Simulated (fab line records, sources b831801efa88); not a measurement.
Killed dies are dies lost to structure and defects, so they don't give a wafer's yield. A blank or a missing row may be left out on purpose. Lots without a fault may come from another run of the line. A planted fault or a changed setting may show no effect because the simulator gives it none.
Which tool did it? | flow gf180mcu | 11 lots, 33 wafers sampled, at 3 steps of a route of 602

WHAT THE GAUGES READ, wafer by wafer
GF_V3_THK_MEAS_03.
lot  | measured     | on            | V3_CVD_02_THK (nm)
L309 | day 23 03:49 | film_metro-01 | 842 871 865
L310 | day 23 20:55 | film_metro-03 | 842 869 866
L312 | day 24 10:34 | film_metro-01 | 850 849 870
L313 | day 24 23:30 | film_metro-03 | 846 844 847
L316 | day 25 11:56 | film_metro-03 | 847 859 861
L317 | day 25 19:00 | film_metro-01 | 833 839 867
L319 | day 26 10:19 | film_metro-03 | 838 817 846
L320 | day 26 23:29 | film_metro-01 | 1646 1665 1663
L321 | day 27 10:57 | film_metro-02 | 844 1669 1658
L323 | day 27 20:55 | film_metro-03 | 852 862 867
L329 | day 29 12:25 | film_metro-03 | 877 863 869

WHICH TOOL RAN EACH LOT (tool, then ch and the chambers of the sampled wafers, then the start)
lot  | GF_M3_STRIP_17                       | GF_V3_CVD_02
L309 | plasma_asher-03 ch 0,1, day 23 03:04 | pecvd-02 ch 0,1,2, day 23 03:44
L310 | plasma_asher-03 ch 0,1, day 23 20:11 | pecvd-02 ch 0,1,2, day 23 20:50
L312 | plasma_asher-04 ch 0,1, day 24 09:49 | pecvd-04 ch 0,1,2, day 24 10:29
L313 | plasma_asher-04 ch 0,1, day 24 22:46 | pecvd-01 ch 0,1, day 24 23:26
L316 | plasma_asher-01 ch 0,1, day 25 11:12 | pecvd-02 ch 0,1, day 25 11:52
L317 | plasma_asher-04 ch 0,1, day 25 18:14 | pecvd-01 ch 0,1,2, day 25 18:56
L319 | plasma_asher-01 ch 0,1, day 26 09:34 | pecvd-01 ch 1,2, day 26 10:14
L320 | plasma_asher-03 ch 0,1, day 26 22:42 | pecvd-01 ch 0,2, day 26 23:25
L321 | plasma_asher-03 ch 0,1, day 27 10:11 | pecvd-01 ch 0,2, day 27 10:53
L323 | plasma_asher-01 ch 0,1, day 27 20:07 | pecvd-04 ch 0,2, day 27 20:49
L329 | plasma_asher-03 ch 0,1, day 29 11:41 | pecvd-02 ch 0,1,2, day 29 12:21
- GF_M3_STRIP_17: strips in O2/N2.
- GF_V3_CVD_02: deposits SiO2 from TEOS, target thk 850 nm, time 94.851 s.

THE ANSWER, worked out from the rows above alone
Rule: what is usual is taken from the lots themselves. Put in order of their means at a reading, lots are off if they are a third of the lots or fewer, leave a main group of 4 or more, and stand apart from it by a gap of 3 or more times the standard deviation of the main group's means; of several such gaps the widest counts. A main group whose means are all the same, to the digits that the tables above print for the reading, isn't used. A lot without any number at a reading at which 4 lots or more have one is off too. The other lots that the step has rows for count as sound.
Off: L320, L321, at GF_V3_THK_MEAS_03 (V3_CVD_02_THK). The main group: mean 854 nm, standard deviation 9.9.
A tool fits if, at a process step before that reading, it ran every lot that is off, and no sound lot after the first of them. The gauges at GF_V3_THK_MEAS_03 are tried like those tools. One fits: pecvd-01 at GF_V3_CVD_02. Its last sound lot is L319 (day 26 10:14), its first lot that is off L320 (day 26 23:25): a fault that began between those two fits.

WHAT THE SIMULATOR HAD PUT IN
Process parameter drift: pecvd-01, from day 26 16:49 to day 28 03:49, at GF_V3_CVD_02. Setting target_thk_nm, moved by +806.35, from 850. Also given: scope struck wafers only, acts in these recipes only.
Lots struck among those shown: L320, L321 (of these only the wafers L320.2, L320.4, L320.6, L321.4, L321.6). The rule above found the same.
